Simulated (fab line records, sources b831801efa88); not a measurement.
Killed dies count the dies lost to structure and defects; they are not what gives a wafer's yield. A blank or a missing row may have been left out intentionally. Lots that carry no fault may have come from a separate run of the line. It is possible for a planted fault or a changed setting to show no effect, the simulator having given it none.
fab line records	flow sky130
[record] lots = 5	wafers = 15	last_day = 50
route steps=708 shown LDD_LDN@294 SPACER@304 POLY_CUT@307 PAD_OPEN@708
lots with no fault: from the same line, run without faults
start_h: the number of hours between the record's first day and the start of the first shown wafer of the lot	wait_h: hours elapsed since this lot's preceding step	" the same as in the row above	L1.1+2: several wafers, shown together as one row	- value missing, or start not given	* or withheld: withheld	< > ~ a bound
route shown NAME@n: NAME is a module with steps in the file, n the number in the route of the first one	usual: the fault-free wafers' mean and standard deviation	same: alike in all rows	chamber/n: place in a boat	sites: each site's reading	_std_site: how widely they spread, as a standard deviation	_edge_site: inner sites' mean taken away from outer sites' mean	radius_mm: for every site, how far away it sits from the centre of the wafer	mask NAME#n: copy n	behind: tool/chamber where the wafer was last shaped	hold: cause of the lot's hold/its duration in hours/its outcome	device: names the non-switching transistor (n, p or np)	end of line: at the end of the route, the tests of the same wafers	where a step has no rows: the recipe by itself	killed: the dies lost at the first sort to structure and to defects; this is not the yield of the wafer	map: per-die view of a wafer (x killed, . not killed, _ where there is no die)
set.NAME: the setting as run; set.NAME@STEP: as run at that earlier step	model.NAME: the simulator's own value behind a step, which no gauge read
lots at some steps of the route; a table a step, a row a wafer
services: when a tool's chamber went out of use (start_h, in hours from the record's first day, below 0 if earlier), for how many hours, and the reason
[[steps]]
[step SKY_LDD_LDN_PEB_05]
[recipe] temp_c = withheld	time_s = *	resist = NOVOLAK
[step SKY_LDD_LDN_DEVELOP_06]
[recipe] resist = NOVOLAK	developer = TMAH	develop_time_s = 60	dev_temp_c = 23
[step SKY_LDD_LDN_OVL_MEAS_07]
[usual] LDD_LDN_OVL = -1.0/1.3
lot.wafer	tool	chamber	start_h	wait_h	LDD_LDN_OVL[nm]
L460.2	overlay-02	-	532.53	0.1	-0.7
L460.5	"	-	"	"	-0.1
L460.6	"	-	"	"	-1.3
L470.3	overlay-01	-	613.26	0.1	-1.4
L470.4	"	-	"	"	-1.8
L470.5	"	-	"	"	-3.9
L477.3	overlay-01	-	682.36	0.1	0.7
L477.5	"	-	"	"	-2.1
L477.6	"	-	"	"	0.4
L480.1	overlay-01	-	688.93	0.1	-0.4
L480.2	"	-	"	"	-2.3
L480.3	"	-	"	"	-2.7
L483.1	overlay-02	-	714.65	0.1	-1.5
L483.2	"	-	"	"	-3.2
L483.6	"	-	"	"	-0.1
[step SKY_LDD_LDN_IMPLANT_08]
[recipe] species = As	energy_kev = 15	dose_cm2 = 1.25e+13	tilt_deg = withheld	rotation_deg = 23
[step SKY_LDD_LDN_IMPLANT_09]
[recipe] species = As	energy_kev = 15	dose_cm2 = 1.25e+13	tilt_deg = withheld	rotation_deg = 113
[step SKY_LDD_LDN_IMPLANT_10]
[recipe] species = As	energy_kev = 15	dose_cm2 = 1.25e+13	tilt_deg = withheld	rotation_deg = 203
[step SKY_LDD_LDN_IMPLANT_11]
[recipe] species = As	energy_kev = 15	dose_cm2 = 1.25e+13	tilt_deg = withheld	rotation_deg = 293
[step SKY_LDD_LDN_STRIP_12]
[recipe] chemistry = O2/N2	power_w = 1400	pressure_mtorr = 1500	platen_temp_c = withheld	o2_flow_sccm = 3000	n2_flow_sccm = 300	overash_fraction = 0.5
[usual] drypump_motor_current_A = 5.9/0.36	oes_product_au = 0.716/0.0042	strip_time_to_endpoint_s = 14.19/0.035
lot.wafer	tool	chamber	start_h	wait_h	drypump_motor_current_A	oes_product_au	rf_hours_counter_h	strip_time_to_endpoint_s
L460.2	plasma_asher-02	1	533.16	0.1	6.1	0.711	38	14.17
L460.5	"	0	"	"	6.0	0.715	-	14.19
L460.6	"	1	"	"	6.1	0.713	-	14.17
L470.3	plasma_asher-04	0	613.92	0.1	5.9	0.712	-	14.16
L470.4	"	1	"	"	6.3	0.718	-	14.16
L470.5	"	1	"	"	6.3	0.714	-	14.18
L477.3	plasma_asher-04	0	683.02	0.1	5.9	0.712	-	14.16
L477.5	"	1	"	"	6.3	0.715	-	14.13
L477.6	"	0	"	"	5.9	0.713	-	14.18
L480.1	plasma_asher-02	1	689.56	0.1	6.2	0.716	53	14.25
L480.2	"	0	"	"	6.0	0.717	53	14.19
L480.3	"	1	"	"	6.1	0.720	-	14.24
L483.1	plasma_asher-02	0	715.28	0.1	6.0	0.709	55	14.19
L483.2	"	1	"	"	6.1	0.722	55	14.21
L483.6	"	0	"	"	6.0	0.716	-	14.12
[step SKY_LDD_LDN_TW_MEAS_13]
[usual] LDD_LDN_TW = 1483/12
lot.wafer	tool	chamber	start_h	wait_h	LDD_LDN_TW
L460.2	film_metro-03	-	533.27	0.1	1491
L460.5	"	-	"	"	1491
L460.6	"	-	"	"	1480
L470.3	film_metro-01	-	614.00	0.1	1468
L470.4	"	-	"	"	1464
L470.5	"	-	"	"	1456
L477.3	film_metro-01	-	683.10	0.1	1468
L477.5	"	-	"	"	1461
L477.6	"	-	"	"	1469
L480.1	film_metro-03	-	689.66	0.1	1489
L480.2	"	-	"	"	1497
L480.3	"	-	"	"	1486
L483.1	film_metro-04	-	715.38	0.1	1495
L483.2	"	-	"	"	1490
L483.6	"	-	"	"	1491
[step SKY_LDD_LDN_CLEAN_14]
[recipe] chemistry = SC1/SC2	mix = 1:4:20	temp_c = 70	time_s = 150	dry = n2_spin
[step SKY_SPACER_CVD_00]
[recipe] material = Si3N4	precursor = DCS/NH3	target_thk_nm = 43.1	temp_c = 770	time_s = 740	pressure_mtorr = 250
[step SKY_SPACER_THK_MEAS_01]
[recipe] reads = Si3N4_of_SPACER_CVD_00
[usual] SPACER_CVD_00_THK = 43.2/0.45
lot.wafer	tool	chamber	start_h	wait_h	SPACER_CVD_00_THK[nm]
L460.2	film_metro-01	-	534.64	0.0	42.3
L460.5	"	-	"	"	42.6
L460.6	"	-	"	"	42.4
L470.3	film_metro-04	-	616.23	0.0	43.9
L470.4	"	-	"	"	44.2
L470.5	"	-	"	"	44.6
L477.3	film_metro-04	-	684.42	0.0	42.8
L477.5	"	-	"	"	43.0
L477.6	"	-	"	"	43.0
L480.1	film_metro-02	-	690.98	0.0	42.9
L480.2	"	-	"	"	43.3
L480.3	"	-	"	"	43.0
L483.1	film_metro-02	-	716.70	0.0	43.8
L483.2	"	-	"	"	44.0
L483.6	"	-	"	"	43.5
[step SKY_SPACER_ETCHBACK_02]
[recipe] chemistry = CH3F/O2	target = Si3N4	stop_on = SiO2	source_w = 400	bias_w = 80	pressure_mtorr = 25	ch3f_flow_sccm = 40	O2_flow_sccm = 30	time_s = 46.7	target_depth_a = 450
[usual] drypump_motor_current_A = 5.6/0.37	oes_product_au = 0.855/0.0068	throttle_valve_pct = 10.563/0.0098
lot.wafer	tool	chamber	start_h	wait_h	drypump_motor_current_A	oes_product_au	rf_hours_counter_h	throttle_valve_pct	model.SiO2_of_SONOS_ONO_CVD_04.thk_nm
L460.2	rie_diel-03	1	534.69	0.0	6.1	0.843	42	10.564	4.164
L460.5	"	0	"	"	5.8	0.857	-	10.559	4.076
L460.6	"	1	"	"	6.1	0.844	-	10.570	3.948
L470.3	rie_diel-04	3	616.27	0.0	5.3	0.861	1	10.557	4.17
L470.4	"	2	"	"	5.4	0.861	7	10.569	4.139
L470.5	"	2	"	"	5.4	0.878	-	10.559	4.165
L477.3	rie_diel-04	1	684.46	0.0	5.2	0.849	18	10.552	4.233
L477.5	"	3	"	"	5.3	0.853	-	10.569	4.328
L477.6	"	0	"	"	5.2	0.853	-	10.558	4.318
L480.1	rie_diel-04	1	691.04	0.1	5.1	0.845	19	10.563	1.751
L480.2	"	2	"	"	5.4	0.857	9	10.562	4.244
L480.3	"	3	"	"	5.3	0.851	2	10.585	4.251
L483.1	rie_diel-02	3	716.76	0.1	5.7	0.861	10	10.568	4.214
L483.2	"	0	"	"	5.5	0.869	8	10.551	4.196
L483.6	"	2	"	"	4.9	0.863	-	10.543	4.22
[step SKY_POLY_CUT_DEHYDRATE_00]
[recipe] temp_c = 200	time_s = 60
[step SKY_POLY_CUT_HMDS_01]
[recipe] prime_time_s = 60	prime_temp_c = 120
[step SKY_POLY_CUT_COAT_02]
[recipe] resist = BARC	temp_c = withheld	time_s = withheld	spin_rpm = 3000	resist_thk_nm = 60
[step SKY_POLY_CUT_COAT_03]
[recipe] resist = KrF-thick	spin_rpm = 3000	resist_thk_nm = 450
[step SKY_POLY_CUT_SOFTBAKE_04]
[recipe] temp_c = 100	time_s = 90	resist = KrF-thick
[step SKY_POLY_CUT_EXPOSE_05]
[recipe] mask_id = NPCM	na = 0.8	source_shape = annular	sigma_inner = 0.55	sigma_outer = 0.85	target_cd_nm = 270	dose_mj = 32
[step SKY_POLY_CUT_PEB_06]
[recipe] peb_temp_c = withheld	peb_time_s = withheld	resist = KrF-thick
[step SKY_POLY_CUT_DEVELOP_07]
[recipe] develop_time_s = 60	resist = KrF-thick	dev_temp_c = 21
[step SKY_POLY_CUT_CD_MEAS_08]
[recipe] target_cd_nm = 270
[usual] cd_nm = 269.1/1.4
lot.wafer	tool	chamber	start_h	wait_h	cd_nm
L460.2	cd_sem-01	-	564.87	-	270.0
L460.5	"	-	"	"	270.8
L460.6	"	-	"	"	269.9
L470.3	cd_sem-02	-	644.74	-	269.1
L470.4	"	-	"	"	268.9
L470.5	"	-	"	"	269.0
L477.3	cd_sem-02	-	711.36	-	270.1
L477.5	"	-	"	"	269.9
L477.6	"	-	"	"	270.0
L480.1	cd_sem-02	-	718.45	-	267.9
L480.2	"	-	"	"	268.9
L480.3	"	-	"	"	269.5
L483.1	cd_sem-01	-	744.25	-	270.2
L483.2	"	-	"	"	271.8
L483.6	"	-	"	"	270.1
[step SKY_POLY_CUT_OVL_MEAS_09]
[usual] POLY_CUT_OVL = 2/3.9
lot.wafer	tool	chamber	start_h	wait_h	POLY_CUT_OVL[nm]
L460.2	overlay-02	-	564.97	0.1	-1
L460.5	"	-	"	"	0
L460.6	"	-	"	"	0
L470.3	overlay-02	-	644.83	0.1	-3
L470.4	"	-	"	"	2
L470.5	"	-	"	"	0
L477.3	overlay-01	-	711.45	0.1	-2
L477.5	"	-	"	"	2
L477.6	"	-	"	"	0
L480.1	overlay-01	-	718.57	0.1	3
L480.2	"	-	"	"	-4
L480.3	"	-	"	"	-3
L483.1	overlay-02	-	744.37	0.1	2
L483.2	"	-	"	"	3
L483.6	"	-	"	"	3
[step SKY_POLY_CUT_ETCH_10]
[recipe] chemistry = N2/H2	target = BARC	ion_energy_ev = 200	source_w = 500	bias_w = 100	pressure_mtorr = 30	n2_flow_sccm = 100	h2_flow_sccm = 200	stop_on = SiO2	time_s = 45.9	target_depth_a = 600
[usual] drypump_motor_current_A = 5.53/0.3	oes_product_au = 0.855/0.0048	throttle_valve_pct = 13.223/0.0097
lot.wafer	tool	chamber	start_h	wait_h	drypump_motor_current_A	oes_product_au	rf_hours_counter_h	throttle_valve_pct
L460.2	rie_diel-04	0	565.00	0.0	5.25	0.848	40	13.212
L460.5	"	0	"	"	5.25	0.858	-	13.219
L460.6	"	3	"	"	5.28	0.853	-	13.223
L470.3	rie_diel-01	2	644.85	0.0	5.96	0.855	6	13.218
L470.4	"	3	"	"	5.78	0.856	64	13.210
L470.5	"	0	"	"	5.65	0.854	-	13.217
L477.3	rie_diel-04	2	711.48	0.0	5.37	0.857	9	13.214
L477.5	"	2	"	"	5.37	0.851	-	13.210
L477.6	"	3	"	"	5.29	0.856	-	13.216
L480.1	rie_diel-04	0	718.60	0.0	5.25	0.857	44	13.224
L480.2	"	2	"	"	5.37	0.853	10	13.225
L480.3	"	3	"	"	5.28	0.866	3	13.215
L483.1	rie_diel-01	2	744.40	0.0	5.93	0.851	9	13.214
L483.2	"	3	"	"	5.80	0.861	2	13.227
L483.6	"	3	"	"	5.78	0.863	-	13.221
[step SKY_POLY_CUT_ETCH_11]
[recipe] target = Si3N4	chemistry = CF4/CH2F2/Ar	stop_on = poly-Si	source_w = 600	bias_w = 150	pressure_mtorr = 40	cf4_flow_sccm = 40	ch2f2_flow_sccm = 20	Ar_flow_sccm = 150	time_s = 42.5	target_depth_a = 600
[usual] drypump_motor_current_A = 5.53/0.3	oes_product_au = 0.831/0.0062	throttle_valve_pct = 14.993/0.0092
lot.wafer	tool	chamber	start_h	wait_h	drypump_motor_current_A	oes_product_au	rf_hours_counter_h	throttle_valve_pct	model.POLY_CUT.feature_depth_nm	model.etch.depth_nm
L460.2	rie_diel-04	0	565.04	0.0	5.21	0.830	41	14.995	62.49	62.49
L460.5	"	0	"	"	5.24	0.829	-	14.973	62	62
L460.6	"	3	"	"	5.31	0.830	-	14.978	61.99	61.99
L470.3	rie_diel-01	2	644.89	0.0	5.94	0.830	6	14.987	62.11	62.11
L470.4	"	3	"	"	5.80	0.831	64	14.987	62.16	62.16
L470.5	"	0	"	"	5.66	0.828	-	14.990	62.07	62.07
L477.3	rie_diel-04	2	711.52	0.0	5.36	0.826	9	14.976	61.68	61.68
L477.5	"	2	"	"	5.37	0.821	-	14.992	62.19	62.19
L477.6	"	3	"	"	5.28	0.824	-	14.997	62.44	62.44
L480.1	rie_diel-04	0	718.64	0.0	5.21	0.772	44	14.977	54.3	54.3
L480.2	"	2	"	"	5.41	0.832	10	14.997	61.91	61.91
L480.3	"	3	"	"	5.28	0.831	3	14.992	61.84	61.84
L483.1	rie_diel-01	2	744.44	0.0	5.93	0.835	9	14.993	62.04	62.04
L483.2	"	3	"	"	5.79	0.833	2	14.975	62.9	62.9
L483.6	"	3	"	"	5.77	0.828	-	14.997	62.5	62.5
[step SKY_POLY_CUT_STRIP_12]
[recipe] chemistry = O2/N2	power_w = 1400	pressure_mtorr = 1500	platen_temp_c = withheld	o2_flow_sccm = 3000	n2_flow_sccm = 300	overash_fraction = 0.5
[usual] drypump_motor_current_A = 5.9/0.47	oes_product_au = 0.452/0.0037	strip_time_to_endpoint_s = 5.355/0.019
lot.wafer	tool	chamber	start_h	wait_h	drypump_motor_current_A	oes_product_au	rf_hours_counter_h	strip_time_to_endpoint_s
L460.2	plasma_asher-01	0	565.08	0.0	5.1	0.451	88	5.322
L460.5	"	1	"	"	6.0	0.452	-	5.353
L460.6	"	0	"	"	5.1	0.455	-	5.342
L470.3	plasma_asher-01	1	644.97	0.1	6.1	0.454	-	5.320
L470.4	"	0	"	"	5.1	0.444	-	5.351
L470.5	"	0	"	"	5.1	0.452	-	5.345
L477.3	plasma_asher-04	1	711.59	0.1	6.3	0.453	-	5.335
L477.5	"	1	"	"	6.3	0.447	-	5.346
L477.6	"	0	"	"	5.9	0.453	-	5.329
L480.1	plasma_asher-03	1	718.68	0.0	6.1	0.450	88	5.345
L480.2	"	0	"	"	6.5	0.445	88	5.345
L480.3	"	0	"	"	6.5	0.451	-	5.322
L483.1	plasma_asher-01	1	744.48	0.0	6.1	0.450	0	5.368
L483.2	"	0	"	"	5.1	0.447	0	5.361
L483.6	"	0	"	"	5.1	0.462	-	5.354
[step SKY_PAD_OPEN_PROBE_99]
lot.wafer	tool	chamber	start_h	wait_h	model.etest.pfet_01v8.r_on_ohm_um	model.etest.pfet_g5v0d10v5.r_on_ohm_um	model.etest.nfet_g5v0d10v5.r_on_ohm_um	model.etest.res_pdiff.line_ohm_um	model.etest.sonos_uncharged.r_on_ohm_um	model.etest.pfet_01v8.drive_ua_um	model.etest.sram_pfet_latch.drive_ua_um	model.etest.pfet_01v8_hvt.drive_ua_um
L460.2	prober-02	-	1079.51	0.1	2880	4758	1876	1365	811.8	192.5	141.2	142.2
L460.5	prober-02	-	1079.66	0.2	2949	4760	1913	1369	809.6	187.9	142.4	140.3
L460.6	prober-02	-	1079.71	0.2	2904	4715	1900	1394	801.6	191.2	142.8	143.6
L470.3	prober-01	-	1137.23	0.2	2948	4850	1886	1376	831.5	188.1	134.8	138.1
L470.4	prober-01	-	1137.28	0.2	2990	4829	1894	1376	830.8	187.2	135.2	138.9
L470.5	prober-01	-	1137.33	0.2	3040	4855	1892	1394	840.4	182	132.9	135.1
L477.3	prober-01	-	1176.87	0.2	2834	4663	1856	1339	809.3	196.5	144.4	145.6
L477.5	prober-01	-	1176.97	0.2	2842	4676	1863	1378	816.3	194.8	141.2	147.4
L477.6	prober-01	-	1177.02	0.2	2900	4753	1879	1383	821.9	192.3	140.6	143.6
L480.1	prober-02	-	1180.74	0.1	2822	4692	1846	1337	772	199.5	149.3	147.9
L480.2	prober-02	-	1180.79	0.1	2989	4804	1903	1399	820.9	181.9	139.7	135.7
L480.3	prober-02	-	1180.84	0.2	3022	4732	1902	1420	813.8	185.3	133.7	137
L483.1	prober-01	-	1196.17	0.1	2928	4717	1852	1375	821.4	188.3	139.1	141.7
L483.2	prober-01	-	1196.22	0.1	2973	4707	1881	1359	821.7	185.1	140.7	137.5
L483.6	prober-01	-	1196.42	0.2	2876	4694	1863	1368	820.3	191.8	137.8	144.8
// killed by level:class
L460.2 VIA1:geometric_particle:open=16 LOCAL_INTERCONNECT:geometric_particle:short=7 LI_CONTACT:geometric_particle:open=6 CONTACT:geometric_particle:open=6 METAL1:geometric_particle:short=4 POLY_GATE:geometric_particle:open=4 VIA1:geometric_particle:short=4 METAL2:geometric_particle:short=4
L460.5 VIA1:geometric_particle:open=13 CONTACT:geometric_particle:open=11 VIA2:geometric_particle:open=10 LI_CONTACT:geometric_particle:open=8 CONTACT:geometric_particle:short=6 VIA1:geometric_particle:short=4 VIA3:geometric_particle:open=4 LI_CONTACT:geometric_particle:short=3
L460.6 VIA1:geometric_particle:open=11 VIA2:geometric_particle:open=10 CONTACT:geometric_particle:open=9 LI_CONTACT:geometric_particle:open=6 METAL2:geometric_particle:short=5 METAL1:geometric_particle:short=5 VIA1:geometric_particle:short=5 FIELD_ISO:geometric_particle:open=4
L470.3 CONTACT:geometric_particle:open=18 VIA3:geometric_particle:open=8 LI_CONTACT:geometric_particle:open=7 METAL1:geometric_particle:short=7 VIA2:geometric_particle:open=7 VIA1:geometric_particle:short=6 METAL2:geometric_particle:short=6 VIA1:geometric_particle:open=5
L470.4 VIA1:geometric_particle:open=12 CONTACT:geometric_particle:open=10 LOCAL_INTERCONNECT:geometric_particle:short=8 LI_CONTACT:geometric_particle:open=7 VIA2:geometric_particle:open=7 VIA3:geometric_particle:open=6 METAL2:geometric_particle:short=5 VIA1:geometric_particle:short=4
L470.5 VIA1:geometric_particle:open=15 CONTACT:geometric_particle:open=13 LI_CONTACT:geometric_particle:open=11 VIA3:geometric_particle:open=8 VIA2:geometric_particle:open=7 METAL1:geometric_particle:short=5 POLY_GATE:geometric_particle:open=4 VIA1:geometric_particle:short=4
L477.3 VIA1:geometric_particle:open=10 LI_CONTACT:geometric_particle:open=8 POLY_GATE:geometric_particle:open=7 METAL2:geometric_particle:short=7 METAL1:geometric_particle:short=7 VIA2:geometric_particle:open=6 POLY_GATE:geometric_particle:short=4 CONTACT:geometric_particle:open=4
L477.5 CONTACT:geometric_particle:open=12 VIA1:geometric_particle:open=12 VIA2:geometric_particle:open=7 VIA1:geometric_particle:short=6 METAL1:geometric_particle:short=5 FIELD_ISO:geometric_particle:short=4 LI_CONTACT:geometric_particle:open=4 VIA3:geometric_particle:open=4
L477.6 VIA2:geometric_particle:open=12 VIA1:geometric_particle:open=7 CONTACT:geometric_particle:open=6 LI_CONTACT:geometric_particle:open=6 VIA3:geometric_particle:open=6 VIA1:geometric_particle:short=6 POLY_GATE:geometric_particle:open=3 METAL2:geometric_particle:open=3
L483.1 CONTACT:geometric_particle:open=9 VIA1:geometric_particle:open=7 CONTACT:geometric_particle:short=6 LI_CONTACT:geometric_particle:open=6 LOCAL_INTERCONNECT:geometric_particle:short=6 METAL1:geometric_particle:short=5 VIA1:geometric_particle:short=5 VIA2:geometric_particle:open=5
L483.2 VIA1:geometric_particle:open=12 VIA2:geometric_particle:open=9 CONTACT:geometric_particle:short=8 CONTACT:geometric_particle:open=8 POLY_GATE:geometric_particle:short=6 VIA3:geometric_particle:open=6 LI_CONTACT:geometric_particle:open=5 LOCAL_INTERCONNECT:geometric_particle:short=3
L483.6 VIA1:geometric_particle:open=15 LI_CONTACT:geometric_particle:open=10 LOCAL_INTERCONNECT:geometric_particle:short=8 VIA1:geometric_particle:short=7 VIA3:geometric_particle:open=6 VIA2:geometric_particle:open=6 FIELD_ISO:geometric_particle:open=5 CONTACT:geometric_particle:open=5
[[services]]
tool	chamber	start_h	hours	kind
plasma_asher-01	-	516.94	0.4	repair
rie_diel-04	-	523.39	4.3	pm
rie_diel-01	-	536.30	14.6	pm
rie_diel-02	1	544.25	7.3	repair
rie_diel-02	2	575.63	47.2	repair
rie_diel-03	1	579.66	4.4	repair
rie_diel-01	2	594.45	5.5	repair
plasma_asher-02	-	598.25	2.5	repair
plasma_asher-01	-	621.47	2.8	pm
rie_diel-02	1	635.22	17.4	repair
plasma_asher-03	-	653.01	2.8	pm
rie_diel-02	1	656.21	2.6	repair
plasma_asher-01	-	660.06	4.3	repair
rie_diel-03	1	671.73	6.3	repair
plasma_asher-04	-	677.87	2.8	pm
rie_diel-01	-	679.00	2.7	repair
rie_diel-04	-	679.23	0.2	repair
rie_diel-02	-	679.48	2.8	pm
rie_diel-03	-	681.75	2.8	pm
rie_diel-03	2	684.59	6.7	repair
rie_diel-01	2	698.04	8.8	repair
rie_diel-01	0	718.96	5.4	repair
rie_diel-01	2	723.79	4.3	repair
plasma_asher-01	-	733.78	9.0	pm
[[key]]
[first_sign] step = SKY_POLY_CUT_ETCH_11	reading = oes_product_au	direction = down	sigmas = 9.5	usual = 0.831	struck = 0.772
effect none on later readings
[model_effect] step = SKY_SPACER_ETCHBACK_02	value = SiO2_of_SONOS_ONO_CVD_04.thk_nm	without = 4.235	struck = 1.751
[model_effect] step = SKY_POLY_CUT_ETCH_11	value = POLY_CUT.feature_depth_nm	without = 61.12	struck = 54.3
[model_effect] step = SKY_PAD_OPEN_PROBE_99	value = etest.pfet_01v8.r_on_ohm_um	without = 3055	struck = 2822
met_at SKY_SPACER_ETCHBACK_02
struck_wafers L480.1
sort_left_out L480.1
tester_left_out L480
onset_between 684.46 691.04
[fault] kind = process_parameter_drift	tool = rie_diel-04	chamber = 1	onset_h = 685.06	steps = SKY_SPACER_ETCHBACK_02	channel = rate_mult	offset = 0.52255	shape = step	end_h = 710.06
// tester_left_out: of these lots the tester's yield and bins aren't shown, on N5 and GAA mostly nor the transistor test; their killed dies are dies lost to structure and defects alone, not to doping, threshold or leakage, so they don't give the yield
// sort_left_out: the simulated sort isn't trusted on such a fault, so these wafers' sort isn't shown, and their yield isn't known
